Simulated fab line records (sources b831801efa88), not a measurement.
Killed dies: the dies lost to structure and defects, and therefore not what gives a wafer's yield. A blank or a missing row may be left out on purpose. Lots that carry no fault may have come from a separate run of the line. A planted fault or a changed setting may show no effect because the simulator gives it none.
Comparing a struck lot with a sound one -- flow sky130 -- 14 steps out of a route of 708
Sound: these wafers, L167.1, L167.4, L167.5. The struck wafers were L186.2, L186.4, L186.6. The cause is named last.
Order at every step that has rows: each side's tool, ch and its chambers, its first start. Under that, the readings that differ: sound wafers -- struck wafers -- difference of the means -- sigmas: that difference in standard deviations of wafers without a fault.
alike: same words and numbers on both sides, and readings whose means sit less than 2 such deviations apart. not compared: any withheld reading, any reading some wafer has no value for, any bound like >300 that may hide the same value, and any number with overlapping values for which the record gives no deviation.
Wherever a step has rows on one side only, a row that says differs or no value, or a row with sigmas, the two part there. When numbers do not overlap yet have no deviation, they are printed without sigmas and do not part them. Lack of a reading on every wafer of one side parts them only where that side has two or more wafers.

first, 1 step without rows for these wafers: SKY_METAL5_CLEAN_19 (cleans in O3/DIW).
SKY_PASSIVATION_CVD_00: deposits SiO2, target thk 90 nm.
  sound on pecvd-02 ch 0,2, day 43 16:52; struck on pecvd-03 ch 0,1, day 49 01:01
  alike: heater power outer w, heater power w, susceptor temp C
SKY_PASSIVATION_THK_MEAS_01:
  sound: film metro-04 at day 43 16:53; struck: film metro-01 at day 49 01:02
  alike: PASSIVATION_CVD_00_THK
SKY_PASSIVATION_CVD_02: deposits Si3N4, target thk 540 nm.
  sound on pecvd-03 ch 0,2, day 43 16:56; struck on pecvd-04 ch 0,1, day 49 01:05
  alike: heater power outer w, heater power w, susceptor temp C
SKY_PASSIVATION_THK_MEAS_03:
  sound: film metro-01 at day 43 17:10; struck: film metro-01 at day 49 01:20
  alike: PASSIVATION_CVD_02_THK
then, 7 steps without rows for these wafers: SKY_PASSIVATION_DEHYDRATE_04 (time 60 s); SKY_PASSIVATION_HMDS_05 (prime time 60 s); SKY_PASSIVATION_COAT_06 (resist thk 3000 nm); SKY_PASSIVATION_SOFTBAKE_07; SKY_PASSIVATION_EXPOSE_08 (exposes mask NSM, target cd 3000 nm); SKY_PASSIVATION_PEB_09; SKY_PASSIVATION_DEVELOP_10 (develop time 60 s).
SKY_PASSIVATION_ETCH_11: etches the open film in CF4/O2, stops on AlCu, target depth 725 nm, time 161.1 s.
  sound on rie diel-01 ch 0,2,3, day 44 15:24; struck on rie diel-02 ch 0,2, day 49 18:54
  no value came back on the struck wafers for any of 7 readings (O2_flow_sccm (sccm), bias w (W) and others); on the sound wafers O2_flow_sccm (sccm) reads 10.01 9.98 9.99
reading,sound,struck,difference,sigmas
model.coat_of_PASSIVATION_COAT_06.thk nm (nm),2515 2504 2511,2989 2987 2977,+474,
  not compared: rf hours counter h
SKY_PASSIVATION_STRIP_12: strips in O2/N2.
  sound on plasma asher-04 ch 0, day 44 15:30; struck on plasma asher-02 ch 0,1, day 49 19:01
reading,sound,struck,difference,sigmas
drypump motor current A (A),5.1 5.1 5.1,6.3 6.4 6.3,+1.2,+2
strip time to endpoint s (s),31.49 31.37 31.46,36.82 36.82 36.70,+5.34,+53
  alike: oes product au
  not compared: rf hours counter h

== WHERE THEY PART ==
First at SKY_PASSIVATION_ETCH_11; last, within this record, at SKY_PASSIVATION_STRIP_12.

WHY: whatever the simulator had introduced
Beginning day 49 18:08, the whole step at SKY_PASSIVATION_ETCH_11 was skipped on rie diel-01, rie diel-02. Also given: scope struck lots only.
